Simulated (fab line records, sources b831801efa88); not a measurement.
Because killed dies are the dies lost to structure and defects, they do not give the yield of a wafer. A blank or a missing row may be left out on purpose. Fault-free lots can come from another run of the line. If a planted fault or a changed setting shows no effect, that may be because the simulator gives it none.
A lot that was struck, set against a sound lot :: flow sky130 :: 15 out of 708 route steps
Sound: wafers L817.1, L817.2, L817.3. The struck wafers were L833.1, L833.2, L833.6. The cause comes at the end.
Each step with rows lists, per side, the tool, then ch with its chambers, then its first start. Under that, the readings that differ: sound wafers :: struck wafers :: difference of the means :: sigmas: that difference in standard deviations of wafers without a fault.
alike: readings whose means differ by less than 2 such deviations, and words and numbers that are the same on both sides. not compared: withheld readings, readings that some wafer has no value for, bounds like >300 that may hide the same value, and numbers for which the record gives no deviation and whose values overlap.
Wherever a step has rows on one side only, a row that says differs or no value, or a row with sigmas, the two part there. Numbers that don't overlap but have no deviation are shown without sigmas and don't part them. A reading that every wafer of one side lacks parts them only if that side has two wafers or more.

first, 1 step without rows for these wafers: SKY_PWDE_IMPLANT_08.
SKY_PWDE_STRIP_09: strips in O2/N2.
  sound on plasma-asher-03 ch 0,1, day 4 03:58; struck on plasma-asher-03 ch 0,1, day 7 15:32
  alike: drypump-motor-current-A, oes-product-au, strip-time-to-endpoint-s
  not compared: rf-hours-counter-h
SKY_PWDE_TW_MEAS_10:
  sound on film-metro-01 at day 4 04:04; struck on film-metro-01 at day 7 15:38
  alike: PWDE_TW
then, 7 steps without rows for these wafers: SKY_NWELL_DEHYDRATE_03 (time 60 s); SKY_NWELL_HMDS_04 (prime time 60 s); SKY_NWELL_COAT_05 (resist thk 3000 nm); SKY_NWELL_SOFTBAKE_06; SKY_NWELL_EXPOSE_07 (exposes mask NWM, target cd 840 nm); SKY_NWELL_PEB_08; SKY_NWELL_DEVELOP_09 (develop time 60 s).
SKY_NWELL_OVL_MEAS_10:
  sound on overlay-01 at day 4 19:05; struck on overlay-02 at day 8 11:59
  alike: NWELL_00_OVL
after that, 1 step had no rows for these wafers: SKY_NWELL_IMPLANT_11.
SKY_NWELL_IMPLANT_12:
  sound on implanter-02 ch 0, day 4 19:16; struck on implanter-04 ch 0, day 8 12:10
reading: dose-ions-cm2
sound: 1.3005e+12 1.3021e+12 1.3012e+12
struck: 1.1914e+12 1.1917e+12 1.1892e+12
difference: -1.1050e+11
sigmas: -79

reading: faraday-current-uA
sound: 7.33 7.45 7.26
struck: 6.63 7.02 6.64
difference: -0.58
sigmas: -4
after that, 1 step had no rows for these wafers: SKY_NWELL_IMPLANT_13.
-- the record jumps here: 41 days lie between the struck wafers' starts before and after (it left off in module NWELL and takes up again in module PAD_OPEN, whose first step shown is number 708 of the route) --
SKY_PAD_OPEN_PROBE_99:
  sound on prober-02 at day 46 01:56; struck on prober-02 at day 49 13:23
reading: model.etest.pfet-g5v0d10v5.off-log10-a-um
sound: -12.63 -12.85 -12.6
struck: -12.34 -12.26 -12.24
difference: +0.41
sigmas: 

reading: model.etest.pfet_01v8_lvt.off-log10-a-um
sound: -9.151 -8.931 -8.999
struck: -8.458 -8.528 -8.923
difference: +0.391
sigmas: 

reading: model.etest.pfet-g5v0d10v5.vt-sat-v (V)
sound: -0.6399 -0.6626 -0.6333
struck: -0.6212 -0.6119 -0.6023
difference: +0.0335
sigmas: 

reading: model.etest.pfet_16v.vt-v (V)
sound: -1.111 -1.12 -1.123
struck: -1.077 -1.074 -1.076
difference: +0.042
sigmas: 

reading: model.etest.pfet_01v8_lvt.vt-sat-v (V)
sound: -0.4543 -0.4542 -0.4584
struck: -0.4137 -0.4097 -0.4204
difference: +0.0410
sigmas: 

reading: model.etest.pfet-g5v0d10v5.vt-long-v (V)
sound: -0.9394 -0.9558 -0.9524
struck: -0.9139 -0.9097 -0.9113
difference: +0.0376
sigmas: 

reading: model.etest.pfet_01v8_lvt.vt-v (V)
sound: -0.5443 -0.5483 -0.5516
struck: -0.5107 -0.5074 -0.5146
difference: +0.0372
sigmas: 

reading: model.etest.pfet_01v8_lvt.vt-long-v (V)
sound: -0.6628 -0.6665 -0.6657
struck: -0.6363 -0.6361 -0.6433
difference: +0.0264
sigmas: 
  alike: killed_at_M0_to_M3, killed_at_M4_up, killed-at-contacts, killed-at-front-end, killed-at-other, killed-dies, killed-open, killed-short

WHERE THEY PART
Within this record, at SKY_NWELL_IMPLANT_12 only. Later steps at which nothing parts them and some readings are alike: SKY_PAD_OPEN_PROBE_99.

WHY: the cause the simulator had injected
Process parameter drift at SKY_NWELL_IMPLANT_12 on implanter-04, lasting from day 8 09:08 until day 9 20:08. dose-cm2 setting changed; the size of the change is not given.
